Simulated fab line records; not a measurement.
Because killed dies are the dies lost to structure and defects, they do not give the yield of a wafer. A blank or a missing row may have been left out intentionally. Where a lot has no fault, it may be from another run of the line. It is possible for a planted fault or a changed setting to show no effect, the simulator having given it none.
What tool caused it? :: flow sky130 :: 11 lots, 33 wafers sampled, at 3 steps of a route of 708

== WHAT EACH GAUGE READ, for each wafer ==
SKY_CONTACT_RS_MEAS_25: the measuring method here is four-point-probe.
lot: L993
measured: day 31 08:39
on: film-metro-02
CONTACT_W_RS (ohm/sq): 0.328 0.333 0.338

lot: L995
measured: day 32 16:41
on: film-metro-01
CONTACT_W_RS (ohm/sq): 0.339 0.343 0.341

lot: L100
measured: day 33 14:45
on: film-metro-01
CONTACT_W_RS (ohm/sq): 0.339 0.337 0.336

lot: L103
measured: day 34 23:28
on: film-metro-02
CONTACT_W_RS (ohm/sq): 58.263 57.888 57.988

lot: L104
measured: day 35 09:56
on: film-metro-02
CONTACT_W_RS (ohm/sq): 57.661 58.409 58.197

lot: L105
measured: day 35 15:10
on: film-metro-02
CONTACT_W_RS (ohm/sq): 0.342 0.340 0.341

lot: L111
measured: day 37 14:05
on: film-metro-01
CONTACT_W_RS (ohm/sq): 0.338 0.338 0.338

lot: L112
measured: day 37 17:07
on: film-metro-01
CONTACT_W_RS (ohm/sq): 0.339 0.335 0.337

lot: L113
measured: day 38 06:02
on: film-metro-01
CONTACT_W_RS (ohm/sq): 0.337 0.337 0.337

lot: L114
measured: day 39 09:39
on: film-metro-01
CONTACT_W_RS (ohm/sq): 0.348 0.343 0.342

lot: L116
measured: day 39 11:08
on: film-metro-01
CONTACT_W_RS (ohm/sq): 0.343 0.345 0.341

== TOOL THAT RAN EACH LOT (tool first, then ch and the chambers of the sampled wafers, then the start) ==
lot: L993
SKY_LI_CONTACT_CMP_24: cmp-02 ch 0,1, day 28 22:28
SKY_CONTACT_CVD_24: cvd-w-02 ch 0,1, day 31 08:31

lot: L995
SKY_LI_CONTACT_CMP_24: cmp-02 ch 0,3, day 30 05:16
SKY_CONTACT_CVD_24: cvd-w-01 ch 0,1, day 32 16:35

lot: L100
SKY_LI_CONTACT_CMP_24: cmp-01 ch 0,1,2, day 31 05:16
SKY_CONTACT_CVD_24: cvd-w-01 ch 0,1, day 33 14:37

lot: L103
SKY_LI_CONTACT_CMP_24: cmp-02 ch 0,1,3, day 32 15:40
SKY_CONTACT_CVD_24: cvd-w-01 ch 0,1, day 34 23:22

lot: L104
SKY_LI_CONTACT_CMP_24: cmp-01 ch 1,3, day 33 01:37
SKY_CONTACT_CVD_24: cvd-w-01 ch 0,1, day 35 09:47

lot: L105
SKY_LI_CONTACT_CMP_24: cmp-01 ch 1,2, day 33 07:37
SKY_CONTACT_CVD_24: cvd-w-01 ch 0,1, day 35 15:03

lot: L111
SKY_LI_CONTACT_CMP_24: cmp-02 ch 0,1, day 35 05:41
SKY_CONTACT_CVD_24: cvd-w-01 ch 0,1, day 37 13:56

lot: L112
SKY_LI_CONTACT_CMP_24: cmp-02 ch 0,1,2, day 35 09:59
SKY_CONTACT_CVD_24: cvd-w-01 ch 0,1, day 37 16:59

lot: L113
SKY_LI_CONTACT_CMP_24: cmp-02 ch 0,2,3, day 35 22:26
SKY_CONTACT_CVD_24: cvd-w-01 ch 0, day 38 05:56

lot: L114
SKY_LI_CONTACT_CMP_24: cmp-02 ch 1,2,3, day 37 03:31
SKY_CONTACT_CVD_24: cvd-w-01 ch 0,1, day 39 09:32

lot: L116
SKY_LI_CONTACT_CMP_24: cmp-02 ch 1,2,3, day 37 04:44
SKY_CONTACT_CVD_24: cvd-w-01 ch 0,1, day 39 11:01
- SKY_LI_CONTACT_CMP_24: polishes, stops on PSG, t overpolish 20 s, target thk 0 nm.
- SKY_CONTACT_CVD_24: deposits W, target thk 340 nm, time 102.12 s.

== THE ANSWER, worked out from the rows above alone ==
Rule: the usual values come from the lots themselves. Put in order of their means at a reading, lots are off if they are a third of the lots or fewer, leave a main group of 4 or more, and stand apart from it by a gap of 3 or more times the standard deviation of the main group's means; of several such gaps the widest counts. If all means in a main group match to the digits the tables above print for the reading, that group is not used. Also off: a lot with no number at a reading for which 4 or more lots have one. Where the step has rows for the other lots, those lots are counted as sound.
Off: at SKY_CONTACT_RS_MEAS_25 (CONTACT_W_RS), L103, L104. The main group has a mean of 0.339 ohm/sq with a standard deviation of 0.0033.
A tool fits if, at a process step before that reading, it ran every lot that is off, and no sound lot after the first of them. Gauges at SKY_CONTACT_RS_MEAS_25: tried the same way as those tools. None of those tried fits.

== WHAT THE SIMULATOR HAD PUT IN ==
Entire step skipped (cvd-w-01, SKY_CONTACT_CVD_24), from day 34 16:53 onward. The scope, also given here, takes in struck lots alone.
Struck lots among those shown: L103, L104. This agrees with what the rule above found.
